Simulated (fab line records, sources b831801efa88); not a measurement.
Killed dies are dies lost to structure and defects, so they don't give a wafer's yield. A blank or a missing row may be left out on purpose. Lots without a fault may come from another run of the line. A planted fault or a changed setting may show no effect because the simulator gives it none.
One fault seen from 2 desks | flow gf180mcu | each desk has only its own numbers; what lay behind them comes last

THE TOOL OWNER'S DESK: hdpcvd-02
The tool's own readings at GF_V2_CVD_00 (deposits SiO2, target thk 600 nm, time 100 s): means of the sampled wafers that have a number, for each lot that ran on this tool. A lot is out of limits, marked OUT, if its mean lies more than 4 standard deviations from the usual mean; the brackets give that distance.
Columns: A = sih4_flow_sccm at GF_V2_CVD_00, usual 60.01 sccm
lot  | first seen here | A
L935 | day 19 06:35    | 59.93
L936 | day 19 12:47    | 59.92
L938 | day 20 14:37    | 60.01
L940 | day 21 02:35    | 60.12
L941 | day 21 13:43    | 60.13
L943 | day 22 12:14    | 59.83
L947 | day 23 17:20    | 47.61 (-69) OUT
L948 | day 23 23:59    | 48.12 (-66) OUT
This desk's finding: out of limits on L947, L948; first on L947, day 23 17:20 (sih4_flow_sccm at GF_V2_CVD_00). In limits: L935, L936, L938, L940, L941, L943.

THE METROLOGY DESK
What the gauges read, lot by lot, whatever tool the lot ran on: means of the sampled wafers that have a number. A lot is out of limits, marked OUT, if its mean lies more than 4 standard deviations from the usual mean; the brackets give that distance.
Columns: A = V2_CVD_00_THK at GF_V2_THK_MEAS_01, usual 600 nm
lot  | first seen here | A
L935 | day 19 06:40    | 596
L936 | day 19 12:55    | 601
L938 | day 20 14:41    | 600
L940 | day 21 02:39    | 593
L941 | day 21 13:48    | 598
L942 | day 21 23:48    | 594
L943 | day 22 12:19    | 596
L944 | day 22 19:16    | 593
L945 | day 23 02:50    | 599
L947 | day 23 17:25    | 480 (-17) OUT
L948 | day 24 00:04    | 476 (-18) OUT
L951 | day 25 01:14    | 603
L956 | day 26 13:49    | 603
L957 | day 26 18:37    | 604
This desk's finding: out of limits on L947, L948; first on L947, day 23 17:25 (V2_CVD_00_THK at GF_V2_THK_MEAS_01). In limits: L935, L936, L938, L940, L941, L942, L943, L944, L945, L951, L956, L957.

PUT TOGETHER
The tool owner's desk could have raised an alarm at day 23 17:20, on L947, L948.
The metrology desk could have raised an alarm at day 23 17:25, on L947, L948.
Of the lots named, all ran GF_V2_CVD_00 on hdpcvd-02.

WHAT THE SIMULATOR HAD PUT IN
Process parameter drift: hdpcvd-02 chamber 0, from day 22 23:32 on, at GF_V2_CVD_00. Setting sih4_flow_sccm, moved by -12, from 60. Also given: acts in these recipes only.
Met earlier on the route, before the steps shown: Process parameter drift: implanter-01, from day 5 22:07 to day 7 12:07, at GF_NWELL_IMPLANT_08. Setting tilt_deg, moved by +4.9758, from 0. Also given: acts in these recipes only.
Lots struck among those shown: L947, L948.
Hours from the fault's start to each desk's first reading out of limits: the tool owner's desk, 18; the metrology desk, 18.
